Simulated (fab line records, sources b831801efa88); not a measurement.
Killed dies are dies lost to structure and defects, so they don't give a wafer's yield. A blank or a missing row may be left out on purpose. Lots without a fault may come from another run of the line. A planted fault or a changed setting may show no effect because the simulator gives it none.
Chamber matching | flow sky130 | SKY_FIELD_ISO_CMP_27 on cmp-02: 4 sister chambers
The step polishes, stops on Si3N4, t overpolish 16 s, target thk 457.8 nm. 24 wafers are shown with their chamber, then 12 later ones without.

WAFERS WITH THEIR CHAMBER
wafer  | chamber | motor_current_A (A) | time_to_endpoint_s (s) | overpolish_run_s (s)
L076.1 | 0       | 11.9                | 113                    | 16.012
L076.4 | 1       | 13.0                | 116                    | 15.999
L076.5 | 0       | 11.6                | 118                    | 15.996
L078.3 | 3       | 11.5                | 107                    | 16.002
L078.5 | 1       | 14.0                | 110                    | 15.993
L078.6 | 2       | 13.6                | 111                    | 15.996
L081.2 | 3       | 11.7                | 112                    | 16.014
L081.3 | 1       | 13.7                | 110                    | 16.008
L081.6 | 2       | 12.7                | 114                    | 15.997
L082.1 | 1       | 13.5                | 115                    | 16.005
L082.5 | 2       | 13.0                | 119                    | 15.998
L082.6 | 3       | 12.0                | 116                    | 16.007
L084.2 | 0       | 11.9                | 114                    | 16.023
L084.4 | 1       | 13.5                | 111                    | 15.997
L084.5 | 2       | 12.1                | 114                    | 15.997
L085.2 | 3       | 11.9                | 107                    | 16.006
L085.3 | 1       | 13.5                | 110                    | 16.004
L085.4 | 0       | 10.8                | 110                    | 15.999
L086.4 | 2       | 13.9                | 107                    | 16.014
L086.5 | 2       | 13.4                | 115                    | 15.999
L086.6 | 1       | 13.4                | 112                    | 16.016
L087.2 | 3       | 12.0                | 106                    | 15.979
L087.4 | 0       | 11.2                | 112                    | 15.992
L087.6 | 2       | 12.5                | 113                    | 15.998

SIGNATURES (means of the wafers above)
reading            | chamber 0 | chamber 1 | chamber 2 | chamber 3 | scatter within a chamber
motor_current_A    | 11.480    | 13.514    | 13.029    | 11.820    | 0.454
time_to_endpoint_s | 113.40    | 112.00    | 113.29    | 109.60    | 3.38
overpolish_run_s   | 16.00440  | 16.00314  | 15.99986  | 16.00160  | 0.0099
Rule: a wafer's distance from a chamber is the root of the sum, over the readings, of the square of ((its reading less the chamber's mean) divided by the reading's scatter). The wafer belongs to the nearest chamber; if the next one is less than 2 further off, it can't be placed. The scatter: the root of (the sum of the squares of (reading less its chamber's mean) over the shown wafers, divided by (wafers less chambers)).

WAFERS WITHOUT THEIR CHAMBER
wafer  | motor_current_A (A) | time_to_endpoint_s (s) | overpolish_run_s (s)
L089.1 | 12.9                | 112                    | 16.012
L089.4 | 13.7                | 101                    | 15.990
L089.5 | 14.3                | 110                    | 15.998
L090.1 | 11.7                | 108                    | 16.006
L090.2 | 12.5                | 108                    | 16.014
L090.4 | 11.9                | 102                    | 15.988
L095.1 | 12.7                | 117                    | 16.023
L095.2 | 11.4                | 117                    | 16.020
L095.5 | 13.9                | 113                    | 15.993
L097.1 | 11.6                | 116                    | 16.000
L097.4 | 12.9                | 115                    | 16.000
L097.6 | 13.6                | 112                    | 15.993

WHICH CHAMBER EACH WENT THROUGH
wafer  | from the rows above               | in truth
L089.1 | can't be placed: 2 or 1 or 3 or 0 | 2
L089.4 | can't be placed: 1 or 2 or 3      | 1
L089.5 | can't be placed: 1 or 2           | 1
L090.1 | can't be placed: 3 or 0           | 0
L090.2 | can't be placed: 3 or 2 or 1 or 0 | 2
L090.4 | can't be placed: 3 or 0 or 2      | 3
L095.1 | can't be placed: 2 or 1 or 0 or 3 | 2
L095.2 | can't be placed: 0 or 3           | 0
L095.5 | can't be placed: 1 or 2           | 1
L097.1 | can't be placed: 0 or 3           | 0
L097.4 | can't be placed: 2 or 1           | 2
L097.6 | can't be placed: 1 or 2           | 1
Placed correctly: 0 of 12. Can't be placed from these rows: 12 (the true chamber is among the candidates in 12). Placed wrongly: 0.
